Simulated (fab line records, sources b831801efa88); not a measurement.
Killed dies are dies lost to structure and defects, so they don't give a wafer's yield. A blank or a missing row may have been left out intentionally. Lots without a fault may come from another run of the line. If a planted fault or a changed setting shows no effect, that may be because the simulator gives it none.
fab line records | flow sky130
record: lots: 13 | wafers: 39 | last-day: 50
route steps=708 shown VT_ADJUST_NCORE@127 VT_ADJUST_HVTR@142 SONOS_ONO@177 PAD_OPEN@708
lots untouched by any fault: they come from a run of this same line in which no faults occurred
start-h: hours from the record's first day to the start of the lot's first wafer shown | wait-h: how many hours have passed since the lot's step before this one | " identical to the entry in the row above | L1.1+2: several wafers, shown together as one row | - either no value or no given start | * or withheld: withheld | < > ~ a bound
route shown NAME@n: a module of which the file shows steps, and the number in the route of the first | usual: mean/standard deviation of fault-free wafers | same: alike in all rows | chamber/n: place in a boat | sites: readings site by site | _std_site: the standard deviation of these | _edge_site: the outer-site mean with the inner-site mean subtracted | radius-mm: how far each site lies from the wafer's centre | mask NAME#n: copy n | behind: the tool/chamber that last shaped the wafer | hold: the reason the lot was held/the length of the hold in hours/how it ended | device: the transistor (n, p or np) that didn't switch | end of line: at the end of the route, the tests of the same wafers | a step with no rows: only its recipe | killed: the dies lost at the first sort to structure and to defects; this is not the yield of the wafer | map: dies across one wafer; x = killed, . = not, _ = none there
set.NAME: the run value of the setting; set.NAME@STEP: its run value at that earlier step | model.NAME: the simulator's own value behind a step, which no gauge read
the route's steps for a sample of lots (tables are steps, rows are wafers)
== steps ==
step: SKY_VT_ADJUST_NCORE_OVL_MEAS_08
usual: VT_ADJUST_NCORE_OVL: 0.0/1.4
lot.wafer | tool       | chamber | start-h | wait-h | VT_ADJUST_NCORE_OVL[nm]
L444.2    | overlay-01 | -       | 178.99  | 0.1    | -0.5
L444.4    | "          | -       | "       | "      | -1.9
L444.5    | "          | -       | "       | "      | 0.2
L450.2    | overlay-01 | -       | 235.89  | 0.1    | -0.6
L450.3    | "          | -       | "       | "      | -1.0
L450.4    | "          | -       | "       | "      | -2.1
L452.1    | overlay-01 | -       | 239.77  | 0.1    | -0.4
L452.2    | "          | -       | "       | "      | 1.0
L452.4    | "          | -       | "       | "      | -0.1
L456.1    | overlay-02 | -       | 270.83  | 0.1    | 3.1
L456.3    | "          | -       | "       | "      | 1.6
L456.5    | "          | -       | "       | "      | 1.8
L457.1    | overlay-01 | -       | 279.27  | 0.1    | 2.0
L457.2    | "          | -       | "       | "      | 3.0
L457.4    | "          | -       | "       | "      | 1.1
L459.1    | overlay-02 | -       | 286.67  | 0.1    | 0.0
L459.3    | "          | -       | "       | "      | -0.6
L459.6    | "          | -       | "       | "      | -0.5
L461.2    | overlay-02 | -       | 305.08  | 0.1    | 0.5
L461.4    | "          | -       | "       | "      | 1.7
L461.5    | "          | -       | "       | "      | 2.9
L462.3    | overlay-01 | -       | 325.24  | 0.1    | -0.6
L462.4    | "          | -       | "       | "      | 0.1
L462.5    | "          | -       | "       | "      | 0.7
L463.1    | overlay-01 | -       | 329.67  | 0.1    | -1.3
L463.4    | "          | -       | "       | "      | -0.6
L463.5    | "          | -       | "       | "      | -1.8
L464.3    | overlay-01 | -       | 330.23  | 0.1    | 0.2
L464.4    | "          | -       | "       | "      | -1.6
L464.6    | "          | -       | "       | "      | -0.2
L465.1    | overlay-01 | -       | 334.72  | 0.1    | -1.3
L465.2    | "          | -       | "       | "      | -1.6
L465.3    | "          | -       | "       | "      | -0.7
L466.2    | overlay-02 | -       | 342.23  | 0.1    | -1.9
L466.3    | "          | -       | "       | "      | -0.4
L466.4    | "          | -       | "       | "      | -0.7
L467.2    | overlay-01 | -       | 350.88  | 0.1    | 0.1
L467.5    | "          | -       | "       | "      | 0.7
L467.6    | "          | -       | "       | "      | 0.1
step: SKY_VT_ADJUST_HVTR_TW_MEAS_11
usual: VT_ADJUST_HVTR_TW: 211.8/1.1
lot.wafer | tool          | chamber | start-h | wait-h | VT_ADJUST_HVTR_TW
L444.2    | film-metro-02 | -       | 201.23  | 0.1    | 212.7
L444.4    | "             | -       | "       | "      | 212.4
L444.5    | "             | -       | "       | "      | 212.0
L450.2    | film-metro-01 | -       | 259.52  | 0.1    | 210.5
L450.3    | "             | -       | "       | "      | 212.6
L450.4    | "             | -       | "       | "      | 211.9
L452.1    | film-metro-02 | -       | 264.07  | 0.1    | 211.8
L452.2    | "             | -       | "       | "      | 212.4
L452.4    | "             | -       | "       | "      | 212.7
L456.1    | film-metro-04 | -       | 296.41  | 0.1    | 208.9
L456.3    | "             | -       | "       | "      | 209.5
L456.5    | "             | -       | "       | "      | 210.4
L457.1    | film-metro-04 | -       | 305.56  | 0.1    | 210.4
L457.2    | "             | -       | "       | "      | 211.3
L457.4    | "             | -       | "       | "      | 209.4
L459.1    | film-metro-04 | -       | 312.17  | 0.1    | 212.3
L459.3    | "             | -       | "       | "      | 212.4
L459.6    | "             | -       | "       | "      | 211.7
L461.2    | film-metro-01 | -       | 330.62  | 0.1    | 210.3
L461.4    | "             | -       | "       | "      | 210.0
L461.5    | "             | -       | "       | "      | 209.1
L462.3    | film-metro-04 | -       | 352.04  | 0.1    | 212.2
L462.4    | "             | -       | "       | "      | 211.5
L462.5    | "             | -       | "       | "      | 212.2
L463.1    | film-metro-02 | -       | 356.96  | 0.1    | 211.0
L463.4    | "             | -       | "       | "      | 211.1
L463.5    | "             | -       | "       | "      | 211.3
L464.3    | film-metro-01 | -       | 357.28  | 0.1    | 210.9
L464.4    | "             | -       | "       | "      | 211.6
L464.6    | "             | -       | "       | "      | 212.2
L465.1    | film-metro-02 | -       | 362.21  | 0.1    | 212.6
L465.2    | "             | -       | "       | "      | 211.8
L465.3    | "             | -       | "       | "      | 213.6
L466.2    | film-metro-04 | -       | 369.77  | 0.1    | 210.6
L466.3    | "             | -       | "       | "      | 210.3
L466.4    | "             | -       | "       | "      | 210.8
L467.2    | film-metro-02 | -       | 379.37  | 0.1    | 212.5
L467.5    | "             | -       | "       | "      | 212.0
L467.6    | "             | -       | "       | "      | 211.9
step: SKY_SONOS_ONO_SOFTBAKE_09
recipe: temp-c: 90 | time-s: 60 | resist: NOVOLAK
usual: run-length-s: 89.07/0.12
lot.wafer | tool           | chamber | start-h | wait-h | run-length-s
L444.2    | litho-track-04 | 0       | 264.67  | 0.1    | 89.10
L444.4    | "              | 0       | "       | "      | 89.11
L444.5    | "              | 0       | "       | "      | 89.33
L450.2    | litho-track-02 | 0       | 328.73  | 0.1    | 91.33
L450.3    | "              | 0       | "       | "      | 91.43
L450.4    | "              | 0       | "       | "      | 91.31
L452.1    | litho-track-02 | 0       | 331.65  | 0.1    | 91.44
L452.2    | "              | 0       | "       | "      | 91.51
L452.4    | "              | 0       | "       | "      | 91.31
L456.1    | litho-track-04 | 0       | 372.40  | 0.1    | 89.11
L456.3    | "              | 0       | "       | "      | 89.06
L456.5    | "              | 0       | "       | "      | 89.01
L457.1    | litho-track-03 | 0       | 378.96  | 0.1    | 89.27
L457.2    | "              | 0       | "       | "      | 89.14
L457.4    | "              | 0       | "       | "      | 89.31
L459.1    | litho-track-04 | 0       | 385.90  | 0.1    | 89.03
L459.3    | "              | 0       | "       | "      | 88.96
L459.6    | "              | 0       | "       | "      | 88.93
L461.2    | litho-track-04 | 0       | 407.67  | 0.1    | 89.07
L461.4    | "              | 0       | "       | "      | 88.94
L461.5    | "              | 0       | "       | "      | 89.06
L462.3    | litho-track-04 | 0       | 431.85  | 0.1    | 88.96
L462.4    | "              | 0       | "       | "      | 88.99
L462.5    | "              | 0       | "       | "      | 88.96
L463.1    | litho-track-02 | 0       | 434.25  | 0.1    | 88.89
L463.4    | "              | 0       | "       | "      | 89.03
L463.5    | "              | 0       | "       | "      | 89.06
L464.3    | litho-track-04 | 0       | 435.95  | 0.1    | 89.11
L464.4    | "              | 0       | "       | "      | 89.07
L464.6    | "              | 0       | "       | "      | 89.00
L465.1    | litho-track-04 | 0       | 443.35  | 0.1    | 88.95
L465.2    | "              | 0       | "       | "      | 89.08
L465.3    | "              | 0       | "       | "      | 89.04
L466.2    | litho-track-04 | 0       | 450.37  | 0.1    | 89.20
L466.3    | "              | 0       | "       | "      | 89.07
L466.4    | "              | 0       | "       | "      | 89.06
L467.2    | litho-track-03 | 0       | 459.23  | 0.1    | 89.23
L467.5    | "              | 0       | "       | "      | 89.37
L467.6    | "              | 0       | "       | "      | 89.15
step: SKY_SONOS_ONO_OVL_MEAS_14
usual: SONOS_ONO_OVL: -0.7/1.4
lot.wafer | tool       | chamber | start-h | wait-h | SONOS_ONO_OVL[nm]
L444.2    | overlay-02 | -       | 277.38  | 0.1    | -0.9
L444.4    | "          | -       | "       | "      | -2.0
L444.5    | "          | -       | "       | "      | -1.0
L450.2    | overlay-01 | -       | 341.93  | 0.1    | -2.2
L450.3    | "          | -       | "       | "      | -0.8
L450.4    | "          | -       | "       | "      | -2.0
L452.1    | overlay-02 | -       | 345.43  | 0.1    | 2.8
L452.2    | "          | -       | "       | "      | 2.1
L452.4    | "          | -       | "       | "      | 2.2
L456.1    | overlay-01 | -       | 387.22  | 0.1    | -0.6
L456.3    | "          | -       | "       | "      | -0.4
L456.5    | "          | -       | "       | "      | -0.6
L457.1    | overlay-02 | -       | 393.92  | 0.1    | 1.2
L457.2    | "          | -       | "       | "      | -0.4
L457.4    | "          | -       | "       | "      | 1.3
L459.1    | overlay-02 | -       | 399.67  | 0.1    | -2.0
L459.3    | "          | -       | "       | "      | -2.2
L459.6    | "          | -       | "       | "      | -2.5
L461.2    | overlay-02 | -       | 424.93  | 0.1    | 1.1
L461.4    | "          | -       | "       | "      | -0.4
L461.5    | "          | -       | "       | "      | 0.3
L462.3    | overlay-02 | -       | 447.89  | 0.1    | -1.9
L462.4    | "          | -       | "       | "      | -3.0
L462.5    | "          | -       | "       | "      | -0.5
L463.1    | overlay-01 | -       | 450.43  | 0.1    | 1.2
L463.4    | "          | -       | "       | "      | -0.2
L463.5    | "          | -       | "       | "      | 0.2
L464.3    | overlay-02 | -       | 452.04  | 0.1    | -1.1
L464.4    | "          | -       | "       | "      | -1.4
L464.6    | "          | -       | "       | "      | -2.4
L465.1    | overlay-01 | -       | 458.77  | 0.1    | -0.7
L465.2    | "          | -       | "       | "      | -0.5
L465.3    | "          | -       | "       | "      | -1.8
L466.2    | overlay-01 | -       | 466.38  | 0.1    | 0.5
L466.3    | "          | -       | "       | "      | 0.5
L466.4    | "          | -       | "       | "      | 1.7
L467.2    | overlay-02 | -       | 474.73  | 0.1    | -1.0
L467.5    | "          | -       | "       | "      | -1.3
L467.6    | "          | -       | "       | "      | -1.0
step: SKY_PAD_OPEN_PROBE_99
usual: killed_at_M0_to_M3: 43/6.7 | killed_at_M4_up: 3.2/1.8 | killed-at-contacts: 25/5.2 | killed-at-front-end: 15/4.4 | killed-at-other: 0.2/0.4 | killed-dies: 87/9.3 | killed-open: 48/7.1 | killed-short: 39/6
same: gross-dies: 492 | killed-at-back-side: 0
lot.wafer | tool      | chamber | start-h | wait-h | killed_at_M0_to_M3 | killed_at_M4_up | killed-at-contacts | killed-at-front-end | killed-at-other | killed-dies | killed-open | killed-short
L450.2    | prober-02 | -       | 1120.54 | 0.1    | 43                 | 5               | 22                 | 11                  | 1               | 82          | 39          | 43
L450.3    | prober-02 | -       | 1120.59 | 0.2    | 44                 | 4               | 23                 | 17                  | 0               | 88          | 53          | 35
L450.4    | prober-02 | -       | 1120.64 | 0.2    | 56                 | 2               | 20                 | 21                  | 0               | 99          | 52          | 47
L456.1    | prober-02 | -       | 1155.36 | 0.1    | 31                 | 1               | 20                 | 14                  | 0               | 66          | 38          | 28
L456.3    | prober-02 | -       | 1155.46 | 0.2    | 40                 | 4               | 30                 | 14                  | 0               | 88          | 49          | 39
L456.5    | prober-02 | -       | 1155.56 | 0.2    | 48                 | 3               | 28                 | 11                  | 0               | 90          | 50          | 40
L462.3    | prober-01 | -       | 1185.40 | 0.2    | 42                 | 1               | 33                 | 18                  | 0               | 94          | 54          | 40
L462.4    | prober-01 | -       | 1185.45 | 0.2    | 42                 | 5               | 24                 | 15                  | 0               | 86          | 54          | 32
L462.5    | prober-01 | -       | 1185.50 | 0.2    | 30                 | 5               | 25                 | 15                  | 1               | 76          | 45          | 31
killed by level:class
L450.2 METAL1:geometric-particle:short=8 VIA1:geometric-particle:open=7 VIA3:geometric-particle:open=7 CONTACT:geometric-particle:open=6 FIELD_ISO:geometric-particle:open=5 VIA1:geometric-particle:short=5 METAL2:geometric-particle:short=5 FIELD_ISO:geometric-particle:short=4
L450.3 VIA1:geometric-particle:open=16 LOCAL_INTERCONNECT:geometric-particle:short=7 CONTACT:geometric-particle:open=6 VIA3:geometric-particle:open=6 LI_CONTACT:geometric-particle:open=5 VIA2:geometric-particle:open=5 FIELD_ISO:geometric-particle:short=4 FIELD_ISO:geometric-particle:open=4
L450.4 VIA1:geometric-particle:open=14 VIA1:geometric-particle:short=9 POLY_GATE:geometric-particle:short=6 METAL1:geometric-particle:short=6 CONTACT:geometric-particle:short=6 VIA3:geometric-particle:open=6 LI_CONTACT:geometric-particle:open=5 CONTACT:geometric-particle:open=5
L456.1 CONTACT:geometric-particle:open=9 VIA1:geometric-particle:open=7 METAL2:geometric-particle:short=7 POLY_GATE:geometric-particle:open=6 LOCAL_INTERCONNECT:geometric-particle:short=5 VIA3:geometric-particle:open=5 VIA1:geometric-particle:short=4 FIELD_ISO:geometric-particle:open=3
L456.3 CONTACT:geometric-particle:open=11 VIA1:geometric-particle:open=11 LI_CONTACT:geometric-particle:open=8 VIA1:geometric-particle:short=5 METAL2:geometric-particle:short=5 FIELD_ISO:geometric-particle:open=4 METAL1:geometric-particle:short=4 LI_CONTACT:geometric-particle:short=4
L456.5 VIA1:geometric-particle:open=19 CONTACT:geometric-particle:open=10 LI_CONTACT:geometric-particle:open=7 CONTACT:geometric-particle:short=7 VIA1:geometric-particle:short=6 VIA2:geometric-particle:short=5 VIA3:geometric-particle:open=5 METAL2:geometric-particle:short=4
L462.3 CONTACT:geometric-particle:open=13 CONTACT:geometric-particle:short=9 VIA1:geometric-particle:open=9 FIELD_ISO:geometric-particle:open=7 VIA2:geometric-particle:open=6 LI_CONTACT:geometric-particle:short=5 VIA3:geometric-particle:open=5 METAL3:geometric-particle:short=4
L462.4 CONTACT:geometric-particle:open=11 VIA1:geometric-particle:open=9 VIA2:geometric-particle:open=9 VIA3:geometric-particle:open=8 LI_CONTACT:geometric-particle:open=6 FIELD_ISO:geometric-particle:short=5 METAL3:geometric-particle:short=4 METAL2:geometric-particle:short=4
L462.5 CONTACT:geometric-particle:open=12 LI_CONTACT:geometric-particle:open=6 METAL3:geometric-particle:short=5 VIA1:geometric-particle:open=5 FIELD_ISO:geometric-particle:short=4 METAL2:geometric-particle:short=4 VIA2:geometric-particle:open=4 VIA3:geometric-particle:open=4
== key ==
first-sign: step: SKY_SONOS_ONO_SOFTBAKE_09 | reading: run-length-s | direction: up | sigmas: 19 | usual: * | struck: *
effect none on later readings
met-at SKY_SONOS_ONO_SOFTBAKE_09
struck-lots L450,L452
tester-left-out L450,L452
not-acting-at SKY_VT_ADJUST_NCORE_OVL_MEAS_08,SKY_VT_ADJUST_HVTR_TW_MEAS_11,SKY_SONOS_ONO_OVL_MEAS_14
fault: kind: process-parameter-drift | tool: litho-track-02 | chamber: - | onset-h: 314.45 | steps: SKY_SONOS_ONO_SOFTBAKE_09 | channel: time-s | offset: * | shape: step | end-h: 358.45 | acts-in: * | stated: *
tester-left-out: of these lots the tester's yield and bins aren't shown, on N5 and GAA mostly nor the transistor test; their killed dies are dies lost to structure and defects alone, not to doping, threshold or leakage, so they don't give the yield
